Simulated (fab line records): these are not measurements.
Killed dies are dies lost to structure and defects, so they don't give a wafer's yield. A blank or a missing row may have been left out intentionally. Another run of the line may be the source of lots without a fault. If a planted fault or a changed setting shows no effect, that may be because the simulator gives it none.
Chamber matching | flow gf180mcu | GF_V5_CVD_02 on pecvd-03 has 3 sister chambers
The step deposits SiO2 from TEOS, target thk 1450 nm, time 163.28 s. 6 wafers are shown with their chamber, then 7 later ones without.

== WAFERS WITH THEIR CHAMBER ==
wafer  | chamber | heaterPowerW (W)
L144.1 | 0       | 737
L144.6 | 2       | 789
L153.3 | 1       | 696
L153.5 | 1       | 604
L158.1 | 2       | 703
L158.5 | 0       | 755

== WAFERS WITHOUT THEIR CHAMBER ==
wafer  | heaterPowerW (W)
L158.6 | 608
L162.1 | 789
L162.5 | 663
L162.6 | 737
L163.1 | 645
L163.2 | 726
L163.4 | 604

== WHICH CHAMBER EACH WENT THROUGH ==
wafer  | from the rows above          | in truth
L158.6 | can't be placed: 1 or 0 or 2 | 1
L162.1 | can't be placed: 0 or 2 or 1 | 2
L162.5 | can't be placed: 1 or 0 or 2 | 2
L162.6 | can't be placed: 0 or 2 or 1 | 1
L163.1 | can't be placed: 1 or 0 or 2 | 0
L163.2 | can't be placed: 0 or 2 or 1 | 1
L163.4 | can't be placed: 1 or 0 or 2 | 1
Correctly placed: 0 of 7. Can't be placed from these rows: 7 (the true chamber is among the candidates in 7). 0 placed wrongly.
How it was worked out, from the rows above alone: a wafer's distance from a chamber is the root of the sum, over the readings, of the square of ((its reading less the chamber's mean) divided by the reading's scatter). The wafer belongs to the nearest chamber; if the next one is less than 2 further off, it can't be placed. For every chamber, the mean is computed from those of its wafers that are shown. The scatter: the root of (the sum of the squares of (reading less its chamber's mean) over the shown wafers, divided by (wafers less chambers)).
